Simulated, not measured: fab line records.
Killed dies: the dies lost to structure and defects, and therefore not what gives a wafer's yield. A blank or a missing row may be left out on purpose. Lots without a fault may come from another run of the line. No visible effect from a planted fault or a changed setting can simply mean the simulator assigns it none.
Which tool did it? | flow gf180mcu | 13 lots with 39 wafers sampled at 4 steps, on a route of 602 steps

== WHAT THE GAUGES READ, wafer by wafer ==
GF_V3_OVL_MEAS_15. Usual: for V3_OVL the level is 1 nm and the standard deviation is 6.
lot  | measured     | on         | V3_OVL (nm) | flag
L200 | day 22 07:31 | overlay-01 | 8 8 9       |
L201 | day 23 00:50 | overlay-01 | -3 5 8      |
L203 | day 23 17:03 | overlay-02 | 7 10 11     |
L204 | day 24 08:00 | overlay-01 | -2 -5 -4    |
L205 | day 24 12:08 | overlay-02 | -5 -6 -6    |
L206 | day 24 16:19 | overlay-02 | 3 -4 0      |
L209 | day 25 13:49 | overlay-02 | -10 -10 -8  |
L211 | day 26 04:43 | overlay-02 | 2 1 -2      |
L216 | day 27 21:00 | overlay-02 | 2 -1 7      |
L218 | day 28 11:19 | overlay-02 | -3 -7 -6    |
L220 | day 29 00:14 | overlay-02 | 6 6 8       |
L222 | day 29 12:43 | overlay-01 | -9 -12 -1   |
L223 | day 29 18:16 | overlay-01 | -4 -5 -6    |

GF_M4_THK_MEAS_06: measures by xrf. Usual: for M4_ALCU_THK the level is 446 nm and the standard deviation is 6.7.
lot  | measured     | on            | M4_ALCU_THK (nm) | flag
L200 | day 22 09:17 | film metro-03 | 436 452 445      |
L201 | day 23 02:34 | film metro-04 | 450 441 451      |
L203 | day 23 18:47 | film metro-01 | 453 451 449      |
L204 | day 24 09:45 | film metro-04 | 445 438 444      |
L205 | day 24 13:55 | film metro-01 | 456 446 449      |
L206 | day 24 18:04 | film metro-04 | 447 439 449      |
L209 | day 25 15:33 | film metro-03 | 457 445 455      |
L211 | day 26 06:34 | film metro-01 | 447 442 445      |
L216 | day 27 22:44 | film metro-04 | 455 444 456      |
L218 | day 28 13:12 | film metro-01 | 455 441 458      |
L220 | day 29 01:59 | film metro-04 | 444 451 440      |
L222 | day 29 14:29 | film metro-01 | 447 445 452      |
L223 | day 29 20:17 | film metro-04 | 441 433 438      |

GF_V4_CD_MEAS_14 targets a cd of 260 nm. Usual: cd nm 260.2 nm, standard deviation 1.3.
lot  | measured     | on        | cd nm (nm)        | flag
L200 | day 24 08:30 | cd sem-02 | 260.4 261.0 258.6 |
L201 | day 24 23:59 | cd sem-01 | 257.6 257.2 258.3 |
L203 | day 25 17:11 | cd sem-01 | 259.4 258.2 258.4 |
L204 | day 26 06:45 | cd sem-02 | 261.2 260.7 260.8 |
L205 | day 26 10:46 | cd sem-01 | 259.1 259.7 259.8 |
L206 | day 26 13:48 | cd sem-01 | 262.2 261.3 261.5 |
L209 | day 27 10:15 | cd sem-01 | 261.3 259.8 259.8 |
L211 | day 28 00:26 | cd sem-02 | 260.5 259.9 260.7 |
L216 | day 29 15:03 | cd sem-02 | 257.9 259.5 259.2 |
L218 | day 30 04:10 | cd sem-02 | 259.5 260.2 260.0 |
L220 | day 30 16:40 | cd sem-02 | 260.6 261.4 262.1 |
L222 | day 31 03:33 | cd sem-02 | 262.0 262.6 262.5 |
L223 | day 31 10:18 | cd sem-02 | 261.2 261.4 260.8 |

== WHAT TOOL EACH LOT RAN ON (gives the tool, then ch and the chambers of the sampled wafers, and finally the start) ==
lot  | GF_V4_CMP_04
L200 | cmp-01 ch 2,3, day 23 09:46
L201 | cmp-01 ch 0,3, day 24 01:43
L203 | cmp-02 ch 0,2,3, day 24 18:19
L204 | cmp-01 ch 0,2,3, day 25 08:46
L205 | cmp-02 ch 1,2, day 25 13:12
L206 | cmp-01 ch 0,1,3, day 25 16:22
L209 | cmp-01 ch 0,1,3, day 26 13:16
L211 | cmp-02 ch 1,2,3, day 27 04:34
L216 | cmp-02 ch 0,1,2, day 28 19:34
L218 | cmp-02 ch 0,3, day 29 09:04
L220 | cmp-02 ch 0,1,3, day 29 22:08
L222 | cmp-02 ch 0,2, day 30 09:20
L223 | cmp-01 ch 1,2,3, day 30 16:04
- GF_V4_CMP_04: polishes SiO2.

== AS READ BY THE TOOLS THEMSELVES (means over the sampled wafers that have a number; for cases with no such wafer, the mark the record gives instead) ==
GF_V4_CMP_04. Usual: motor current A 11.8 A, standard deviation 1.2; time to endpoint s 82 s, standard deviation 5.9.
lot  | tool   | motor current A (A) | time to endpoint s (s) | flag
L200 | cmp-01 | 11.0                | 83                     |
L201 | cmp-01 | 11.9                | 85                     |
L203 | cmp-02 | 12.5                | 82                     |
L204 | cmp-01 | 11.4                | 84                     |
L205 | cmp-02 | 12.1                | 81                     |
L206 | cmp-01 | 12.4                | 77                     |
L209 | cmp-01 | 12.5                | 73                     |
L211 | cmp-02 | 12.0                | 88                     |
L216 | cmp-02 | 11.6                | 78                     |
L218 | cmp-02 | 11.5                | 84                     |
L220 | cmp-02 | 11.0                | 81                     |
L222 | cmp-02 | 12.6                | 86                     |
L223 | cmp-01 | 12.4                | 84                     |

== THE ANSWER, worked out from the rows above alone ==
Rule: a lot counts as off when the mean over its wafers that have a number is more than 3 standard deviations away from the usual mean. A lot without any number at a reading at which 4 lots or more have one is off too. All remaining lots with rows at the step are treated as sound. Order of review: gauges by route order, followed by the tools' own readings, for which a lot's mean as printed above is used. The first step at which some lot is off is used, and at that step the reading that is off furthest; a lot without a number counts as furthest.
No lot is off at any reading shown: from this, nothing can be told.

== WHAT THE SIMULATOR HAD PUT IN ==
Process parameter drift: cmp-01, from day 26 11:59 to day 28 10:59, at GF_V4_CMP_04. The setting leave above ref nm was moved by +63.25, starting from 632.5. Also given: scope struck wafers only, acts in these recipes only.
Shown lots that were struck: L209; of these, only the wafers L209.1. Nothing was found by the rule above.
